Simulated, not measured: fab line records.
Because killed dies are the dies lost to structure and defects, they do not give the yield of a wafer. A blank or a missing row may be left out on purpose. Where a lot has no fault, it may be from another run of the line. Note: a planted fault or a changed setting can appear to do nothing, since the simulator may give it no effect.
fab line records + flow sky130
[record]
- lots = 12
- wafers = 36
- lastDay = 50
route steps=708 shown SONOS_ONO@168 METAL1@438 VIA1@460 METAL2@498
lots untouched by any fault: they come from a run of this same line in which no faults occurred
startH: the number of hours between the record's first day and the start of the first shown wafer of the lot + waitH: hours since the lot's step before + " as in the row above + L1.1+2: several wafers, shown together as one row + - no value, or no start was given + * or withheld: withheld + < > ~ a bound
route shown NAME@n: names a module that has steps shown in the file, with the first one's number in the route + usual: mean/standard deviation taken from wafers without a fault + same: alike in all rows + chamber/n: place in a boat + sites: readings site by site + _std_site: the standard deviation of these + _edge_site: outer sites' mean less inner sites' + radiusMm: for every site, how far away it sits from the centre of the wafer + mask NAME#n: copy n + behind: the most recent tool/chamber to have shaped the wafer + hold: cause of the lot's hold/its duration in hours/its outcome + device: whichever transistor did not switch (one of n, p or np) + end of line: the tests these same wafers got at the end of their route + step lacking rows: just its recipe + killed: the dies lost at the first sort to structure and to defects; this is not the yield of the wafer + map: a wafer's dies, x killed, . not, _ none there
set.NAME: the setting that was run; set.NAME@STEP: the one run at that earlier step + model.NAME: the simulator's own value behind a step, which no gauge read
one table for each step of the route and one row for each wafer, over a sample of lots
services: the hour from which a tool's chamber was out of use, counted from the record's first day as startH (under 0 if before that day), plus the number of hours and why
[[steps]]
[step SKY_SONOS_ONO_OXIDATION_00]
[recipe]
- tempC = 800
- ambient = O2
- idleTempC = 700
- rampUpCPerMin = 10
- rampDownCPerMin = 3
- stabiliseS = 600
- purgeS = 300
- targetThkA = 26
- oxTimeS = 1249
[usual]
- spikeTcBottomC = 820.6/0.96
- spikeTcCentreC = 800.9/1
- spikeTcLowerC = 801.8/1.1
- spikeTcTopC = 813/4.4
- spikeTcUpperC = 801.2/1.3
- tubeCenterTempC = 800.01/0.067
- tube_center_temp_C_max = 802.04/0.29
- zonePowerLowerPct = 14.5/1.8
| lot.wafer | tool       | chamber | startH | waitH | spikeTcBottomC | spikeTcCentreC | spikeTcLowerC | spikeTcTopC | spikeTcUpperC | tubeCenterTempC | tube_center_temp_C_max | zonePowerLowerPct |
|-----------|------------|---------|--------|-------|----------------|----------------|---------------|-------------|---------------|-----------------|------------------------|-------------------|
| L306.2    | furnace-02 | 0       | 248.60 | 1.3   | 820.7          | 800.8          | 801.7         | 816         | 800.9         | 799.88          | 802.12                 | 16.0              |
| L306.4    | "          | 0       | "      | "     | 819.6          | 799.6          | 801.9         | 816         | 799.1         | 800.03          | 802.33                 | 16.0              |
| L306.5    | "          | 0       | "      | "     | 820.8          | 802.4          | 801.3         | 816         | 800.1         | 799.99          | 802.50                 | 16.1              |
| L307.1    | furnace-01 | 0       | 259.69 | 0.0   | 820.3          | 802.0          | 800.7         | 807         | 801.2         | 800.12          | 802.65                 | 12.1              |
| L307.2    | "          | 0       | "      | "     | 820.4          | 802.2          | 800.9         | 809         | 802.5         | 799.94          | 802.32                 | 12.1              |
| L307.3    | "          | 0       | "      | "     | 820.6          | 802.2          | 801.3         | 808         | 803.4         | 799.93          | 801.39                 | 12.1              |
| L309.1    | furnace-01 | 0       | 268.38 | 0.1   | 819.5          | 803.3          | 801.6         | 808         | 801.2         | 800.03          | 802.36                 | 12.0              |
| L309.2    | "          | 0       | "      | "     | 819.7          | 800.7          | 802.9         | 808         | 801.1         | 800.17          | 801.81                 | 12.4              |
| L309.5    | "          | 0       | "      | "     | 820.2          | 800.1          | 799.7         | 807         | 802.4         | 800.05          | 801.68                 | 12.2              |
| L310.3    | furnace-01 | 0       | 282.70 | 1.3   | 820.0          | 801.3          | 801.6         | 809         | 802.9         | 800.12          | 802.09                 | 12.0              |
| L310.5    | "          | 0       | "      | "     | 820.9          | 802.2          | 802.1         | 809         | 802.5         | 800.02          | 802.01                 | 12.3              |
| L310.6    | "          | 0       | "      | "     | 820.4          | 801.2          | 801.7         | 807         | 801.5         | 800.05          | 801.81                 | 12.3              |
| L311.1    | furnace-01 | 0       | 294.73 | 0.6   | 819.7          | 801.1          | 805.3         | 807         | 804.1         | 800.09          | 802.04                 | 12.3              |
| L311.3    | "          | 0       | "      | "     | 818.9          | 801.1          | 802.4         | 808         | 801.6         | 799.94          | 801.89                 | 12.1              |
| L311.4    | "          | 0       | "      | "     | 820.6          | 803.3          | 800.7         | 809         | 802.5         | 800.09          | 802.28                 | 12.3              |
| L315.2    | furnace-01 | 0       | 321.63 | 1.5   | 812.8          | 795.4          | 794.3         | 802         | 796.6         | 793.56          | 795.76                 | 12.2              |
| L315.4    | "          | 0       | "      | "     | 814.7          | 795.6          | 796.3         | 800         | 794.3         | 793.45          | 795.54                 | 11.9              |
| L315.6    | "          | 0       | "      | "     | 812.7          | 794.3          | 795.9         | 802         | 796.8         | 793.5           | 795.53                 | 11.8              |
| L316.4    | furnace-01 | 0       | 329.38 | 2.0   | 814.5          | 794.3          | 795.7         | 802         | 795.1         | 793.47          | 795.31                 | 12.2              |
| L316.5    | "          | 0       | "      | "     | 814.3          | 795.6          | 794.2         | 801         | 795.4         | 793.4           | 795.18                 | 12.2              |
| L316.6    | "          | 0       | "      | "     | 813.5          | 795.2          | 794.7         | 801         | 796.1         | 793.41          | 795.64                 | 12.3              |
| L317.2    | furnace-02 | 0       | 341.73 | 1.5   | 822.3          | 802.7          | 801.7         | 815         | 801.9         | 800.03          | 802.06                 | 15.6              |
| L317.3    | "          | 0       | "      | "     | 820.1          | 799.8          | 802.2         | 817         | 800.5         | 800.12          | 802.36                 | 15.9              |
| L317.6    | "          | 0       | "      | "     | 820.9          | 801.4          | 802.4         | 816         | 800.7         | 800.05          | 801.80                 | 15.8              |
| L323.2    | furnace-02 | 0       | 388.21 | 1.8   | 820.1          | 801.2          | 801.5         | 819         | 801.3         | 800.05          | 802.04                 | 15.8              |
| L323.4    | "          | 0       | "      | "     | 822.2          | 800.8          | 800.9         | 816         | 799.9         | 800.08          | 801.83                 | 15.8              |
| L323.5    | "          | 0       | "      | "     | 820.4          | 801.1          | 799.9         | 815         | 800.4         | 799.97          | 802.20                 | 15.8              |
| L326.3    | furnace-01 | 0       | 416.93 | 1.2   | 818.3          | 801.9          | 802.5         | 807         | 801.7         | 799.93          | 802.30                 | 12.4              |
| L326.4    | "          | 0       | "      | "     | 820.7          | 801.8          | 803.1         | 807         | 802.0         | 800.06          | 802.05                 | 11.9              |
| L326.6    | "          | 0       | "      | "     | 819.7          | 802.7          | 802.0         | 807         | 804.5         | 800.02          | 801.95                 | 12.1              |
| L327.1    | furnace-01 | 0       | 422.93 | 1.8   | 822.5          | 800.6          | 801.8         | 809         | 800.0         | 799.98          | 801.92                 | 12.2              |
| L327.2    | "          | 0       | "      | "     | 819.9          | 801.2          | 802.4         | 807         | 801.5         | 800.02          | 802.10                 | 12.3              |
| L327.3    | "          | 0       | "      | "     | 822.0          | 802.1          | 801.7         | 809         | 801.4         | 800.09          | 801.78                 | 12.3              |
| L329.2    | furnace-02 | 0       | 440.32 | 0.0   | 820.7          | 799.7          | 802.0         | 816         | 800.3         | 800.05          | 801.99                 | 15.8              |
| L329.5    | "          | 0       | "      | "     | 818.7          | 800.0          | 802.4         | 814         | 800.9         | 799.93          | 802.15                 | 15.8              |
| L329.6    | "          | 0       | "      | "     | 820.9          | 800.4          | 801.0         | 818         | 802.2         | 800.06          | 802.02                 | 15.9              |
[step SKY_SONOS_ONO_THK_MEAS_01]
[recipe]
- reads = SiO2_of_SONOS_ONO_OXIDATION_00
[usual]
- SONOS_ONO_OXIDATION_THK = 2.59/0.059
| lot.wafer | tool         | chamber | startH | waitH | SONOS_ONO_OXIDATION_THK[nm] |
|-----------|--------------|---------|--------|-------|-----------------------------|
| L306.2    | filmMetro-03 | -       | 249.96 | 0.0   | 2.59                        |
| L306.4    | "            | -       | "      | "     | 2.58                        |
| L306.5    | "            | -       | "      | "     | 2.61                        |
| L307.1    | filmMetro-04 | -       | 261.04 | 0.0   | 2.56                        |
| L307.2    | "            | -       | "      | "     | 2.46                        |
| L307.3    | "            | -       | "      | "     | 2.54                        |
| L309.1    | filmMetro-02 | -       | 269.73 | 0.0   | 2.57                        |
| L309.2    | "            | -       | "      | "     | 2.59                        |
| L309.5    | "            | -       | "      | "     | 2.55                        |
| L310.3    | filmMetro-03 | -       | 284.07 | 0.0   | 2.63                        |
| L310.5    | "            | -       | "      | "     | 2.69                        |
| L310.6    | "            | -       | "      | "     | 2.68                        |
| L311.1    | filmMetro-02 | -       | 296.07 | 0.0   | 2.48                        |
| L311.3    | "            | -       | "      | "     | 2.51                        |
| L311.4    | "            | -       | "      | "     | 2.58                        |
| L315.2    | filmMetro-03 | -       | 322.99 | 0.0   | 2.41                        |
| L315.4    | "            | -       | "      | "     | 2.37                        |
| L315.6    | "            | -       | "      | "     | 2.38                        |
| L316.4    | filmMetro-03 | -       | 330.75 | 0.0   | 2.27                        |
| L316.5    | "            | -       | "      | "     | 2.29                        |
| L316.6    | "            | -       | "      | "     | 2.26                        |
| L317.2    | filmMetro-03 | -       | 343.09 | 0.0   | 2.72                        |
| L317.3    | "            | -       | "      | "     | 2.68                        |
| L317.6    | "            | -       | "      | "     | 2.70                        |
| L323.2    | filmMetro-04 | -       | 389.56 | 0.0   | 2.62                        |
| L323.4    | "            | -       | "      | "     | 2.66                        |
| L323.5    | "            | -       | "      | "     | 2.62                        |
| L326.3    | filmMetro-04 | -       | 418.30 | 0.0   | 2.66                        |
| L326.4    | "            | -       | "      | "     | 2.64                        |
| L326.6    | "            | -       | "      | "     | 2.65                        |
| L327.1    | filmMetro-03 | -       | 424.27 | 0.0   | 2.59                        |
| L327.2    | "            | -       | "      | "     | 2.60                        |
| L327.3    | "            | -       | "      | "     | 2.60                        |
| L329.2    | filmMetro-03 | -       | 441.67 | 0.0   | 2.60                        |
| L329.5    | "            | -       | "      | "     | 2.60                        |
| L329.6    | "            | -       | "      | "     | 2.65                        |
[step SKY_METAL1_SPUTTER_04]
[recipe]
- material = TiN
- targetThkNm = 70
- powerW = 6500
- timeS = 58.3
- chamberPressurePa = 0.4
[usual]
- throttleValvePct = 30.3/0.74
| lot.wafer | tool          | chamber | startH | waitH | throttleValvePct |
|-----------|---------------|---------|--------|-------|------------------|
| L306.2    | pvdSputter-02 | -       | 729.37 | 0.0   | 31.3             |
| L306.4    | "             | -       | "      | "     | 30.7             |
| L306.5    | "             | -       | "      | "     | 31.7             |
| L307.1    | pvdSputter-02 | -       | 740.39 | 0.0   | 31.8             |
| L307.2    | "             | -       | "      | "     | 30.9             |
| L307.3    | "             | -       | "      | "     | 30.8             |
| L309.1    | pvdSputter-03 | -       | 752.74 | 0.0   | 30.8             |
| L309.2    | "             | -       | "      | "     | 30.6             |
| L309.5    | "             | -       | "      | "     | 30.5             |
| L310.3    | pvdSputter-01 | -       | 770.56 | 0.0   | 31.0             |
| L310.5    | "             | -       | "      | "     | 31.0             |
| L310.6    | "             | -       | "      | "     | 29.3             |
| L311.1    | pvdSputter-01 | -       | 784.84 | 0.0   | 31.3             |
| L311.3    | "             | -       | "      | "     | 29.1             |
| L311.4    | "             | -       | "      | "     | 30.1             |
| L315.2    | pvdSputter-03 | -       | 810.00 | 0.0   | 30.4             |
| L315.4    | "             | -       | "      | "     | 30.6             |
| L315.6    | "             | -       | "      | "     | 29.2             |
| L317.2    | pvdSputter-02 | -       | 842.56 | 0.0   | 31.2             |
| L317.3    | "             | -       | "      | "     | 30.1             |
| L317.6    | "             | -       | "      | "     | 31.3             |
| L316.4    | pvdSputter-02 | -       | 845.09 | 0.0   | 31.0             |
| L316.5    | "             | -       | "      | "     | 29.8             |
| L316.6    | "             | -       | "      | "     | 31.1             |
| L323.2    | pvdSputter-01 | -       | 870.39 | 0.0   | 30.9             |
| L323.4    | "             | -       | "      | "     | 29.2             |
| L323.5    | "             | -       | "      | "     | 29.2             |
| L326.3    | pvdSputter-03 | -       | 896.67 | 0.0   | 30.9             |
| L326.4    | "             | -       | "      | "     | 30.1             |
| L326.6    | "             | -       | "      | "     | 31.1             |
| L327.1    | pvdSputter-03 | -       | 901.18 | 0.0   | 29.9             |
| L327.2    | "             | -       | "      | "     | 29.4             |
| L327.3    | "             | -       | "      | "     | 30.9             |
| L329.2    | pvdSputter-03 | -       | 910.23 | 0.0   | 30.8             |
| L329.5    | "             | -       | "      | "     | 29.2             |
| L329.6    | "             | -       | "      | "     | 30.0             |
[step SKY_VIA1_CMP_02]
[recipe]
- material = SiO2
- downForcePsi = 4
- platenRpm = 60
- padVelocityMS = 0.94248
[usual]
- motorCurrentA = 12.2/1.2
- retainingRingPressureFrac = 1.000/0.005
| lot.wafer | tool   | chamber | startH | waitH | motorCurrentA | retainingRingPressureFrac |
|-----------|--------|---------|--------|-------|---------------|---------------------------|
| L306.4    | cmp-02 | 3       | 758.65 | 0.0   | 13.5          | 0.996                     |
| L306.2    | "      | 1       | "      | "     | 11.9          | 1.000                     |
| L306.5    | "      | 3       | "      | "     | 13.5          | 1.005                     |
| L307.2    | cmp-01 | 3       | 768.39 | 0.0   | 13.6          | 0.993                     |
| L307.3    | "      | 0       | "      | "     | 10.4          | 0.998                     |
| L307.1    | "      | 2       | "      | "     | 14.3          | 1.003                     |
| L309.1    | cmp-01 | 1       | 780.61 | 0.1   | 11.9          | 0.999                     |
| L309.2    | "      | 2       | "      | "     | 13.6          | 1.002                     |
| L309.5    | "      | 1       | "      | "     | 11.9          | 1.004                     |
| L310.3    | cmp-01 | 3       | 798.34 | 0.2   | 12.9          | 0.997                     |
| L310.5    | "      | 0       | "      | "     | 10.9          | 1.003                     |
| L310.6    | "      | 1       | "      | "     | 11.1          | 1.013                     |
| L311.1    | cmp-01 | 3       | 812.63 | 0.1   | 12.3          | 0.994                     |
| L311.4    | "      | 0       | "      | "     | 11.7          | 0.997                     |
| L311.3    | "      | 2       | "      | "     | 14.0          | 0.992                     |
| L315.4    | cmp-01 | 0       | 837.11 | 0.1   | 11.2          | 0.999                     |
| L315.2    | "      | 1       | "      | "     | 11.3          | 0.998                     |
| L315.6    | "      | 3       | "      | "     | 13.1          | 1.001                     |
| L317.3    | cmp-01 | 1       | 869.78 | 0.0   | 11.5          | 0.999                     |
| L317.2    | "      | 3       | "      | "     | 12.5          | 0.990                     |
| L317.6    | "      | 2       | "      | "     | 13.8          | 0.995                     |
| L316.4    | cmp-02 | 2       | 872.97 | 0.2   | 12.3          | 1.000                     |
| L316.5    | "      | 3       | "      | "     | 13.7          | 1.010                     |
| L316.6    | "      | 0       | "      | "     | 10.3          | 1.012                     |
| L323.4    | cmp-02 | 0       | 896.93 | 0.3   | 10.0          | 0.997                     |
| L323.2    | "      | 1       | "      | "     | 11.5          | 0.998                     |
| L323.5    | "      | 3       | "      | "     | 13.8          | 1.000                     |
| L326.4    | cmp-01 | 0       | 923.05 | 0.1   | 10.8          | 1.017                     |
| L326.3    | "      | 2       | "      | "     | 13.8          | 1.003                     |
| L326.6    | "      | 3       | "      | "     | 12.7          | 1.000                     |
| L327.3    | cmp-02 | 0       | 927.67 | 0.2   | 9.9           | 1.001                     |
| L327.2    | "      | 1       | "      | "     | 11.8          | 0.993                     |
| L327.1    | "      | 2       | "      | "     | 12.5          | 1.003                     |
| L329.2    | cmp-01 | 3       | 935.96 | 0.0   | 12.6          | 1.003                     |
| L329.5    | "      | 3       | "      | "     | 12.7          | 0.997                     |
| L329.6    | "      | 0       | "      | "     | 11.5          | 1.005                     |
[step SKY_METAL2_CD_MEAS_15]
[recipe]
- targetCdNm = 140
[usual]
- cdNm = 139.8/1.6
| lot.wafer | tool     | chamber | startH | waitH | cdNm  |
|-----------|----------|---------|--------|-------|-------|
| L306.2    | cdSem-02 | -       | 813.82 | -     | 138.4 |
| L306.4    | "        | -       | "      | "     | 138.5 |
| L306.5    | "        | -       | "      | "     | 139.0 |
| L307.1    | cdSem-02 | -       | 824.35 | -     | 139.5 |
| L307.2    | "        | -       | "      | "     | 139.5 |
| L307.3    | "        | -       | "      | "     | 140.3 |
| L309.1    | cdSem-02 | -       | 835.50 | -     | 140.6 |
| L309.2    | "        | -       | "      | "     | 139.8 |
| L309.5    | "        | -       | "      | "     | 139.2 |
| L310.3    | cdSem-02 | -       | 852.94 | -     | 141.3 |
| L310.5    | "        | -       | "      | "     | 139.9 |
| L310.6    | "        | -       | "      | "     | 140.2 |
| L311.1    | cdSem-02 | -       | 866.85 | -     | 140.5 |
| L311.3    | "        | -       | "      | "     | 139.1 |
| L311.4    | "        | -       | "      | "     | 139.3 |
| L315.2    | cdSem-02 | -       | 891.42 | -     | 137.3 |
| L315.4    | "        | -       | "      | "     | 137.4 |
| L315.6    | "        | -       | "      | "     | 136.8 |
| L317.2    | cdSem-02 | -       | 922.27 | -     | 139.9 |
| L317.3    | "        | -       | "      | "     | 140.6 |
| L317.6    | "        | -       | "      | "     | 139.8 |
| L316.4    | cdSem-01 | -       | 926.26 | -     | 137.7 |
| L316.5    | "        | -       | "      | "     | 138.1 |
| L316.6    | "        | -       | "      | "     | 138.1 |
| L323.2    | cdSem-01 | -       | 947.97 | -     | 141.5 |
| L323.4    | "        | -       | "      | "     | 140.8 |
| L323.5    | "        | -       | "      | "     | 141.2 |
| L326.3    | cdSem-01 | -       | 973.69 | -     | 140.4 |
| L326.4    | "        | -       | "      | "     | 140.5 |
| L326.6    | "        | -       | "      | "     | 141.4 |
| L327.1    | cdSem-01 | -       | 978.65 | -     | 139.9 |
| L327.2    | "        | -       | "      | "     | 140.6 |
| L327.3    | "        | -       | "      | "     | 141.2 |
| L329.2    | cdSem-01 | -       | 985.97 | -     | 137.5 |
| L329.5    | "        | -       | "      | "     | 139.4 |
| L329.6    | "        | -       | "      | "     | 138.1 |
[[services]]
| tool          | chamber | startH | hours | kind   |
|---------------|---------|--------|-------|--------|
| furnace-01    | -       | 234.15 | 4.4   | pm     |
| pvdSputter-03 | -       | 274.17 | 8.2   | repair |
| cmp-01        | -       | 387.14 | 8.0   | pm     |
| furnace-01    | -       | 402.94 | 3.5   | pm     |
| cmp-01        | -       | 404.00 | 4.0   | pm     |
| pvdSputter-03 | -       | 435.86 | 1.6   | repair |
| furnace-01    | -       | 437.97 | 1.5   | pm     |
| cmp-01        | -       | 460.97 | 3.3   | repair |
| cmp-01        | -       | 513.01 | 8.0   | pm     |
| pvdSputter-03 | -       | 548.95 | 2.1   | repair |
| furnace-01    | -       | 569.96 | 4.5   | pm     |
| pvdSputter-03 | -       | 620.96 | 12.2  | repair |
| furnace-01    | -       | 626.49 | 2.6   | pm     |
| pvdSputter-03 | -       | 649.45 | 2.1   | repair |
| pvdSputter-03 | -       | 657.82 | 1.9   | repair |
| pvdSputter-03 | -       | 676.66 | 3.6   | repair |
| cmp-01        | -       | 686.36 | 1.2   | repair |
| furnace-01    | -       | 739.39 | 3.6   | pm     |
| cmp-01        | -       | 744.00 | 4.0   | pm     |
| cmp-01        | -       | 756.14 | 6.4   | pm     |
| cmp-01        | -       | 774.06 | 1.8   | repair |
| cmp-01        | -       | 884.93 | 12.3  | pm     |
| furnace-01    | -       | 905.96 | 3.1   | pm     |
| furnace-01    | -       | 909.09 | 3.8   | pm     |
[[key]]
[firstSign]
- step = SKY_SONOS_ONO_OXIDATION_00
- reading = tubeCenterTempC
- direction = down
- sigmas = 82
- usual = *
- struck = *
[effect]
- step = SKY_SONOS_ONO_OXIDATION_00
- reading = tube_center_temp_C_max
- direction = down
- sigmas = 22
- usual = *
- struck = *
[effect]
- step = SKY_SONOS_ONO_THK_MEAS_01
- reading = SONOS_ONO_OXIDATION_THK
- direction = down
- sigmas = 4.5
- usual = 2.59
- struck = 2.33
metAt SKY_SONOS_ONO_OXIDATION_00
struckLots L315,L316
testerLeftOut L315,L316
notActingAt SKY_METAL1_SPUTTER_04,SKY_VIA1_CMP_02,SKY_METAL2_CD_MEAS_15
onsetBetween 294.73 321.63
[fault]
- kind = processParameterDrift
- tool = furnace-01
- chamber = -
- onsetH = 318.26
- steps = SKY_SONOS_ONO_OXIDATION_00
- channel = tempC
- offset = *
- shape = step
- endH = 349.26
- actsIn = *
- stated = *
// testerLeftOut: of these lots the tester's yield and bins aren't shown, on N5 and GAA mostly nor the transistor test; their killed dies are dies lost to structure and defects alone, not to doping, threshold or leakage, so they don't give the yield
